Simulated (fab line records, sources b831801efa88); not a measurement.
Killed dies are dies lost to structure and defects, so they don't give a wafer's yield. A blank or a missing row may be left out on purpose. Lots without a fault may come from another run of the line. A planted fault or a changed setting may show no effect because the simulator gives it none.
fab line records | flow gf180mcu
record lots=6 wafers=17 last_day=34
route steps=602 shown M2@374 V2@382 M3@409
lots that met no fault: from a run of the same line without faults
start_h: hours from the record's first day to the start of the lot's first wafer shown | wait_h: hours since the lot's step before | " the same as in the row above | L1.1+2: a row that stands for several wafers | - no value, or no start given | * or withheld: withheld | < > ~ a bound
route shown NAME@n: a module of which the file shows steps, and the number in the route of the first | usual: mean/standard deviation of fault-free wafers | same: alike in all rows | chamber/n: place in a boat | sites: the reading at each site | _std_site: their standard deviation | _edge_site: outer sites' mean less inner sites' | radius_mm: how far each site lies from the wafer's centre | mask NAME#n: copy n | behind: the tool/chamber that last shaped the wafer | hold: why the lot was held/for how many hours/how that ended | device: the transistor (n, p or np) that didn't switch | end of line: the same wafers' tests at the end of the route | a step without rows: its recipe alone | killed: dies lost to structure and defects at the first sort, not the wafer's yield | map: a wafer's dies, x killed, . not, _ none there
set.NAME: the setting as run; set.NAME@STEP: as run at that earlier step | model.NAME: the simulator's own value behind a step, which no gauge read
lots at some steps of the route; a table a step, a row a wafer
services: from which hour (start_h, from the record's first day; less than 0 if before it) a tool's chamber was out of use, for how many hours, and why
## steps
# step GF_M2_PEB_12
# recipe peb_temp_c=135 peb_time_s=90 resist=KrF
# step GF_M2_DEVELOP_13
# recipe develop_time_s=60 dev_temp_c=21
# step GF_M2_CD_MEAS_14
# recipe target_cd_nm=280
# usual cd_nm=280.2/1.1
# columns lot.wafer tool chamber start_h wait_h cd_nm
L852.2 cd_sem-02 - 445.84 0.1 280.5
L852.3 " - " " 280.9
L852.6 " - " " 280.0
L855.1 cd_sem-02 - 473.69 0.2 281.4
L855.4 " - " " 282.7
L855.6 " - " " 282.0
L857.3 cd_sem-01 - 490.31 0.1 280.1
L857.5 " - " " 280.2
L865.2 cd_sem-01 - 562.34 0.1 280.6
L865.5 " - " " 279.3
L865.6 " - " " 279.5
L871.1 cd_sem-01 - 603.71 0.1 279.9
L871.2 " - " " 278.5
L871.4 " - " " 279.5
L873.1 cd_sem-02 - 619.82 0.1 280.8
L873.3 " - " " 280.6
L873.4 " - " " 281.5
# step GF_M2_OVL_MEAS_15
# usual M2_OVL=3/6.1
# columns lot.wafer tool chamber start_h wait_h M2_OVL[nm]
L852.2 overlay-02 - 445.95 0.1 -6
L852.3 " - " " 2
L852.6 " - " " 1
L855.1 overlay-02 - 473.81 0.1 14
L855.4 " - " " 7
L855.6 " - " " 5
L857.3 overlay-02 - 490.40 0.1 7
L857.5 " - " " 10
L865.2 overlay-01 - 562.44 0.1 -6
L865.5 " - " " 3
L865.6 " - " " 0
L871.1 overlay-02 - 603.83 0.1 6
L871.2 " - " " 0
L871.4 " - " " 3
L873.1 overlay-02 - 619.94 0.1 -8
L873.3 " - " " -7
L873.4 " - " " -3
# step GF_M2_METAL_ETCH_16
# recipe chemistry=Cl2/BCl3 mask_material=KrF target_depth_nm=750.8 stop_on=SiO2 pressure_mtorr=8 icp_w=800 bias_w=140 Cl2_flow_sccm=80 bcl3_flow_sccm=40 time_s=125.1
# step GF_M2_STRIP_17
# recipe chemistry=O2/N2 power_w=1400 pressure_mtorr=1500 platen_temp_c=250 o2_flow_sccm=3000 n2_flow_sccm=300 overash_fraction=0.5
# step GF_M2_STRIP_18
# recipe chemistry=post_etch_residue_remover time_s=1200 temp_c=72.5
# step GF_M2_CLEAN_19
# recipe chemistry=DIW dry=n2_spin
# step GF_V2_CVD_00
# recipe material=SiO2 target_thk_nm=600 sigma_open_frac=0.3 temp_c=400 time_s=100 sih4_flow_sccm=60 pressure_mtorr=6
# step GF_V2_THK_MEAS_01
# recipe reads=SiO2_of_V2_CVD_00
# usual V2_CVD_00_THK=599/6.9
# columns lot.wafer tool chamber start_h wait_h V2_CVD_00_THK[nm]
L852.2 film_metro-04 - 446.83 0.0 613
L852.3 " - " " 602
L852.6 " - " " 602
L855.1 film_metro-01 - 474.65 0.0 605
L855.4 " - " " 600
L855.6 " - " " 605
L857.3 film_metro-04 - 491.65 0.1 596
L857.5 " - " " 600
L865.2 film_metro-04 - 563.23 0.0 593
L865.5 " - " " 609
L865.6 " - " " 587
L871.1 film_metro-03 - 604.60 0.0 598
L871.2 " - " " 610
L871.4 " - " " 612
L873.1 film_metro-04 - 620.71 0.0 620
L873.3 " - " " 614
L873.4 " - " " 612
# step GF_V2_CVD_02
# recipe material=SiO2 target_thk_nm=850 precursor=TEOS temp_c=400 time_s=94.851 rf_w=600
# usual heater_power_w=661/120
# same time_s=94.851
# columns lot.wafer tool chamber start_h wait_h heater_power_w since_wet_clean_h
L852.2 pecvd-03 1 446.88 0.0 404 689
L852.3 " 2 " " 746 689
L852.6 " 0 " " 738 -
L855.1 pecvd-03 0 474.71 0.1 649 717
L855.4 " 1 " " 303 -
L855.6 " 2 " " 833 -
L857.3 pecvd-03 0 491.69 0.0 736 734
L857.5 " 0 " " 595 -
L865.2 pecvd-02 2 563.28 0.0 796 389
L865.5 " 2 " " 647 -
L865.6 " 1 " " 671 -
L871.1 pecvd-02 0 604.66 0.1 702 430
L871.2 " 2 " " 772 430
L871.4 " 2 " " 802 -
L873.1 pecvd-02 0 620.77 0.1 644 446
L873.3 " 1 " " 662 446
L873.4 " 2 " " 779 -
# step GF_V2_THK_MEAS_03
# recipe reads=SiO2_of_V2_CVD_02
# usual V2_CVD_02_THK=852/11
# columns lot.wafer tool chamber start_h wait_h V2_CVD_02_THK[nm]
L852.2 film_metro-01 - 446.96 0.0 847
L852.3 " - " " 833
L852.6 " - " " 861
L855.1 film_metro-04 - 474.77 0.0 844
L855.4 " - " " 864
L855.6 " - " " 844
L857.3 film_metro-01 - 491.78 0.1 854
L857.5 " - " " 863
L865.2 film_metro-01 - 563.36 0.0 850
L865.5 " - " " 854
L865.6 " - " " 839
L871.1 film_metro-01 - 604.73 0.0 850
L871.2 " - " " 861
L871.4 " - " " 859
L873.1 film_metro-03 - 620.84 0.0 844
L873.3 " - " " 828
L873.4 " - " " 852
# step GF_V2_CMP_04
# recipe material=SiO2 down_force_psi=4 platen_rpm=60 pad_velocity_m_s=0.94248
# usual motor_current_A=11.8/1.5 time_to_endpoint_s=82/5.4
# columns lot.wafer tool chamber start_h wait_h motor_current_A time_to_endpoint_s model.SiO2_of_V2_CVD_02.thk_nm
L852.2 cmp-02 1 447.01 0.0 10.8 84 634.1
L852.3 " 3 " " 10.9 73 633.3
L852.6 " 1 " " 10.3 88 632.2
L855.1 cmp-01 2 474.88 0.1 12.7 105 570.4
L855.4 " 3 " " 9.5 90 632.8
L855.6 " 2 " " 12.1 81 632.4
L857.3 cmp-01 1 491.92 0.1 11.5 85 633.5
L857.5 " 3 " " 9.6 115 571.5
L865.2 cmp-01 1 563.51 0.1 11.6 82 633.4
L865.6 " 3 " " 9.6 80 633.7
L865.5 " 0 " " 14.9 78 632.7
L871.2 cmp-01 0 604.79 0.0 13.7 86 631.5
L871.1 " 2 " " 11.6 87 632.3
L871.4 " 3 " " 9.5 92 632.7
L873.1 cmp-02 0 620.95 0.1 12.3 75 632.1
L873.4 " 1 " " 10.6 85 633.3
L873.3 " 2 " " 13.3 68 632.1
# step GF_V2_BOW_MEAS_05
# recipe mode=bow
# usual V2_BOW=101/8.4
# columns lot.wafer tool chamber start_h wait_h V2_BOW[um]
L852.2 film_metro-04 - 447.33 0.3 100
L852.3 " - " " 97
L852.6 " - " " 93
L855.1 film_metro-03 - 475.13 0.2 112
L855.4 " - " " 98
L855.6 " - " " 103
L857.3 film_metro-04 - 492.16 0.2 103
L857.5 " - " " 85
L865.2 film_metro-04 - 563.75 0.2 114
L865.5 " - " " 98
L865.6 " - " " 85
L871.1 film_metro-04 - 605.09 0.1 95
L871.2 " - " " 98
L871.4 " - " " 95
L873.1 film_metro-01 - 621.20 0.2 114
L873.3 " - " " 120
L873.4 " - " " 109
# step GF_V2_DEHYDRATE_06
# recipe temp_c=200 time_s=60
# step GF_V2_HMDS_07
# recipe prime_time_s=60 prime_temp_c=120
# step GF_V2_COAT_08
# recipe resist=BARC temp_c=withheld time_s=withheld spin_rpm=withheld resist_thk_nm=withheld
# step GF_V2_COAT_09
# recipe resist=KrF spin_rpm=withheld resist_thk_nm=1000
# step GF_V2_SOFTBAKE_10
# recipe temp_c=130 time_s=60 resist=KrF
# step GF_V2_EXPOSE_11
# recipe mask_id=Via2 target_cd_nm=260 na=0.68 source_shape=conventional sigma_outer=0.6 dose_mj=38
# step GF_V2_PEB_12
# recipe peb_temp_c=135 peb_time_s=90 resist=KrF
# step GF_V2_DEVELOP_13
# recipe develop_time_s=60 resist=KrF dev_temp_c=21
# step GF_V2_CD_MEAS_14
# recipe target_cd_nm=260
# usual cd_nm=260.0/1.2
# columns lot.wafer tool chamber start_h wait_h cd_nm
L852.2 cd_sem-01 - 471.73 0.1 259.0
L852.3 " - " " 260.2
L852.6 " - " " 259.7
L855.1 cd_sem-01 - 498.87 0.1 260.3
L855.4 " - " " 261.1
L855.6 " - " " 260.1
L857.3 cd_sem-01 - 515.71 0.1 260.3
L857.5 " - " " 259.7
L865.2 cd_sem-02 - 585.08 0.1 261.4
L865.5 " - " " 262.0
L865.6 " - " " 261.5
L871.1 cd_sem-02 - 625.77 0.1 259.3
L871.2 " - " " 259.3
L871.4 " - " " 260.3
L873.1 cd_sem-02 - 641.42 0.1 261.2
L873.3 " - " " 261.1
L873.4 " - " " 259.3
# step GF_V2_OVL_MEAS_15
# usual V2_OVL=0/5.2
# columns lot.wafer tool chamber start_h wait_h V2_OVL[nm]
L852.2 overlay-01 - 471.83 0.1 -1
L852.3 " - " " 3
L852.6 " - " " -1
L855.1 overlay-02 - 498.99 0.1 10
L855.4 " - " " 7
L855.6 " - " " 9
L857.3 overlay-02 - 515.81 0.1 5
L857.5 " - " " 4
L865.2 overlay-02 - 585.18 0.1 1
L865.5 " - " " 1
L865.6 " - " " 1
L871.1 overlay-01 - 625.89 0.1 -6
L871.2 " - " " -2
L871.4 " - " " 5
L873.1 overlay-01 - 641.54 0.1 5
L873.3 " - " " 5
L873.4 " - " " -1
# step GF_V2_ETCH_16
# recipe chemistry=N2/H2 target_depth_a=withheld overetch_a=withheld time_s=withheld target=BARC ion_energy_ev=200 source_w=500 bias_w=100 pressure_mtorr=30 n2_flow_sccm=100 h2_flow_sccm=200
# step GF_V2_ETCH_17
# recipe chemistry=C4F8/O2/Ar mask_material=KrF target=SiO2 stop_on=TiN source_w=1500 bias_w=1200 pressure_mtorr=40 c4f8_flow_sccm=withheld O2_flow_sccm=6 Ar_flow_sccm=300 time_s=withheld target_depth_a=6300
# usual oes_product_au=0.856/0.0043
# columns lot.wafer tool chamber start_h wait_h oes_product_au model.V2.feature_depth_nm model.etch.depth_nm
L852.2 rie_diel-02 3 - - 0.860 634.1 634.1
L852.3 " 1 " " 0.857 633.3 633.3
L852.6 " 1 " " 0.849 632.2 632.2
L855.1 rie_diel-01 3 - - 0.807 570.4 570.4
L855.4 " 2 " " 0.851 632.8 632.8
L855.6 " 3 " " 0.858 632.4 632.4
L857.3 rie_diel-02 3 - - 0.860 633.5 633.5
L857.5 " 3 " " 0.804 571.5 571.5
L865.2 rie_diel-01 0 - - 0.858 633.4 633.4
L865.5 " 3 " " 0.854 632.7 632.7
L865.6 " 0 " " 0.859 633.7 633.7
L871.1 rie_diel-02 3 - - 0.856 632.3 632.3
L871.2 " 2 " " 0.868 631.5 631.5
L871.4 " 2 " " 0.849 632.7 632.7
L873.1 rie_diel-02 0 - - 0.863 632.1 632.1
L873.3 " 2 " " 0.851 632.1 632.1
L873.4 " 3 " " 0.858 633.3 633.3
# step GF_V2_STRIP_18
# recipe chemistry=O2/N2 power_w=1400 pressure_mtorr=1500 platen_temp_c=250 o2_flow_sccm=3000 n2_flow_sccm=300 overash_fraction=0.5
# step GF_V2_STRIP_19
# recipe chemistry=post_etch_residue_remover time_s=1200 temp_c=72.5
# step GF_V2_CLEAN_20
# recipe chemistry=DIW dry=n2_spin
# step GF_V2_SPUTTER_21
# recipe material=Ti target_thk_nm=15 chamber_pressure_pa=5 power_w=2500 substrate_temp_c=200 time_s=80.02
# usual throttle_valve_pct=30.2/0.96
# same time_s=80.02
# columns lot.wafer tool chamber start_h wait_h throttle_valve_pct
L852.2 pvd_sputter-04 - 472.63 0.0 31.0
L852.3 " - " " 29.1
L852.6 " - " " 30.5
L855.1 pvd_sputter-02 - 499.69 0.0 30.4
L855.4 " - " " 29.6
L855.6 " - " " 30.5
L857.3 pvd_sputter-02 - 516.49 0.0 31.5
L857.5 " - " " 31.3
L865.2 pvd_sputter-02 - 585.91 0.0 29.7
L865.5 " - " " 30.7
L865.6 " - " " 29.7
L871.1 pvd_sputter-03 - 626.69 0.0 28.2
L871.2 " - " " 30.5
L871.4 " - " " 28.6
L873.1 pvd_sputter-04 - 642.24 0.0 29.1
L873.3 " - " " 30.6
L873.4 " - " " 30.9
# step GF_V2_SPUTTER_22
# recipe material=TiN target_thk_nm=10 chamber_pressure_pa=5 power_w=4000 time_s=40
# usual throttle_valve_pct=30.2/0.96
# same time_s=40
# columns lot.wafer tool chamber start_h wait_h throttle_valve_pct
L852.2 pvd_sputter-04 - 472.69 0.0 30.7
L852.3 " - " " 29.4
L852.6 " - " " 30.4
L855.1 pvd_sputter-02 - 499.75 0.0 30.3
L855.4 " - " " 29.3
L855.6 " - " " 30.3
L857.3 pvd_sputter-02 - 516.55 0.0 31.6
L857.5 " - " " 31.3
L865.2 pvd_sputter-02 - 585.97 0.0 29.6
L865.5 " - " " 30.6
L865.6 " - " " 29.5
L871.1 pvd_sputter-03 - 626.76 0.0 28.3
L871.2 " - " " 30.4
L871.4 " - " " 28.1
L873.1 pvd_sputter-04 - 642.30 0.0 29.1
L873.3 " - " " 31.0
L873.4 " - " " 31.0
# step GF_V2_CVD_23
# recipe material=W target_thk_nm=350 time_s=104.94 temp_c=400 pressure_torr=40
# usual heater_power_w=876/57
# same time_s=104.94
# columns lot.wafer tool chamber start_h wait_h heater_power_w since_wet_clean_h
L852.2 cvd_w-01 1 472.73 0.0 907 569
L852.3 " 0 " " 939 -
L852.6 " 1 " " 907 -
L855.1 cvd_w-02 1 499.79 0.0 844 96
L855.4 " 0 " " 822 -
L855.6 " 1 " " 853 -
L857.3 cvd_w-02 0 516.63 0.1 807 -
L857.5 " 0 " " 833 -
L865.2 cvd_w-01 0 586.01 0.0 942 682
L865.5 " 0 " " 964 -
L865.6 " 1 " " 900 -
L871.1 cvd_w-01 0 626.79 0.0 936 723
L871.2 " 1 " " 908 723
L871.4 " 1 " " 905 -
L873.1 cvd_w-01 0 642.34 0.0 948 738
L873.3 " 1 " " 918 -
L873.4 " 0 " " 940 -
# step GF_V2_RS_MEAS_24
# recipe thk_meas_gauge=four-point-probe reads=W_of_V2_CVD_23+TiN_of_V2_SPUTTER_22+Ti_of_V2_SPUTTER_21
# usual V2_W_RS=0.329/0.0037
# columns lot.wafer tool chamber start_h wait_h V2_W_RS[ohm/sq]
L852.2 film_metro-04 - 472.86 0.1 0.329
L852.3 " - " " 0.324
L852.6 " - " " 0.331
L855.1 film_metro-04 - 499.90 0.1 0.328
L855.4 " - " " 0.322
L855.6 " - " " 0.328
L857.3 film_metro-04 - 516.74 0.1 0.325
L857.5 " - " " 0.326
L865.2 film_metro-01 - 586.14 0.1 0.334
L865.5 " - " " 0.336
L865.6 " - " " 0.338
L871.1 film_metro-01 - 626.91 0.1 0.327
L871.2 " - " " 0.329
L871.4 " - " " 0.331
L873.1 film_metro-04 - 642.45 0.1 0.328
L873.3 " - " " 0.335
L873.4 " - " " 0.328
# step GF_V2_THK_MEAS_25
# recipe thk_meas_gauge=xrf reads=W_of_V2_CVD_23
# usual V2_W_THK=338/4.7
# columns lot.wafer tool chamber start_h wait_h V2_W_THK[nm]
L852.2 film_metro-04 - 472.97 0.1 337
L852.3 " - " " 342
L852.6 " - " " 335
L855.1 film_metro-04 - 500.02 0.1 336
L855.4 " - " " 339
L855.6 " - " " 336
L857.3 film_metro-04 - 516.84 0.1 337
L857.5 " - " " 336
L865.2 film_metro-01 - 586.25 0.1 329
L865.5 " - " " 328
L865.6 " - " " 326
L871.1 film_metro-01 - 627.03 0.1 342
L871.2 " - " " 340
L871.4 " - " " 336
L873.1 film_metro-04 - 642.57 0.1 334
L873.3 " - " " 329
L873.4 " - " " 336
# step GF_V2_CMP_26
# recipe stop_on=SiO2 down_force_psi=3.5 platen_rpm=60 t_overpolish_s=15 target_thk_nm=0 pad_velocity_m_s=0.94248
# usual motor_current_A=10.9/1.3
# columns lot.wafer tool chamber start_h wait_h motor_current_A model.SiO2_of_V2_CVD_02.thk_nm
L852.3 cmp-01 1 473.07 0.1 11.0 629.5
L852.2 " 2 " " 10.9 630.4
L852.6 " 1 " " 10.7 628.5
L855.4 cmp-02 2 500.13 0.1 11.9 629
L855.1 " 3 " " 10.2 566.6
L855.6 " 2 " " 12.2 628.6
L857.3 cmp-01 1 516.95 0.1 10.6 629.8
L857.5 " 1 " " 10.8 567.8
L865.2 cmp-02 1 586.40 0.1 10.3 629.6
L865.5 " 3 " " 10.7 628.9
L865.6 " 0 " " 10.5 629.9
L871.4 cmp-02 0 627.09 0.0 10.9 628.9
L871.1 " 2 " " 11.9 628.5
L871.2 " 3 " " 10.0 627.8
L873.1 cmp-02 0 642.63 0.1 10.7 628.3
L873.4 " 1 " " 10.0 629.5
L873.3 " 3 " " 10.3 628.3
# step GF_M3_SPUTTER_00
# recipe material=Ti target_thk_nm=37.5 arriving_ion_energy_ev=80 substrate_temp_c=200 chamber_pressure_pa=2 power_w=4000 time_s=150
# usual throttle_valve_pct=30.2/0.8
# same time_s=150
# columns lot.wafer tool chamber start_h wait_h throttle_valve_pct
L852.2 pvd_sputter-03 - 473.32 0.1 30.9
L852.3 " - " " 30.3
L852.6 " - " " 29.7
L855.1 pvd_sputter-03 - 500.38 0.1 30.6
L855.4 " - " " 28.5
L855.6 " - " " 30.4
L857.3 pvd_sputter-04 - 517.25 0.2 28.9
L857.5 " - " " 31.1
L865.2 pvd_sputter-03 - 586.60 0.1 30.9
L865.5 " - " " 30.8
L865.6 " - " " 28.4
L871.1 pvd_sputter-04 - 627.39 0.1 29.1
L871.2 " - " " 30.8
L871.4 " - " " 30.8
L873.1 pvd_sputter-01 - 642.93 0.2 30.4
L873.3 " - " " 31.2
L873.4 " - " " 30.1
## services
# columns tool chamber start_h hours kind
pvd_sputter-03 - 446.95 9.6 repair
rie_diel-01 2 447.25 10.9 repair
pecvd-02 2 451.07 11.0 repair
pecvd-02 - 452.74 0.6 repair
rie_diel-01 - 461.99 14.6 pm
cvd_w-02 - 462.71 2.8 pm
cmp-01 - 477.63 0.6 repair
pvd_sputter-02 - 478.96 0.9 repair
cmp-01 - 486.63 0.4 repair
cvd_w-02 0 509.04 2.9 repair
pvd_sputter-02 - 510.18 2.1 repair
cmp-02 - 513.60 0.6 repair
cmp-02 - 533.78 4.8 pm
pecvd-02 - 541.46 2.6 repair
pvd_sputter-03 - 544.52 1.6 repair
rie_diel-02 1 551.46 5.5 repair
rie_diel-02 0 553.96 14.2 repair
cmp-02 - 572.33 4.0 pm
cvd_w-01 - 589.11 7.4 repair
pecvd-03 - 591.12 14.0 pm
cmp-02 - 613.17 0.9 repair
cmp-01 - 620.27 8.6 pm
rie_diel-02 0 625.05 14.2 repair
rie_diel-02 1 625.87 1.2 repair
## key
first_sign step=GF_V2_CMP_04 reading=time_to_endpoint_s direction=up sigmas=5.2 usual=* struck=*
effect step=GF_V2_ETCH_17 reading=oes_product_au direction=down sigmas=12 usual=0.856 struck=0.806
model_effect step=GF_V2_CMP_04 value=SiO2_of_V2_CVD_02.thk_nm without=634.2 struck=571
model_effect step=GF_V2_ETCH_17 value=V2.feature_depth_nm without=634.2 struck=571
model_effect step=GF_V2_CMP_26 value=SiO2_of_V2_CVD_02.thk_nm without=630.4 struck=567.2
met_at GF_V2_CMP_04
struck_wafers L855.1,L857.5
fault kind=process_parameter_drift tool=cmp-01 chamber=- onset_h=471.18 steps=GF_V2_CMP_04 channel=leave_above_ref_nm offset=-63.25 shape=step end_h=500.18 scope=struck_wafers_only acts_in=these_recipes_only stated=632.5
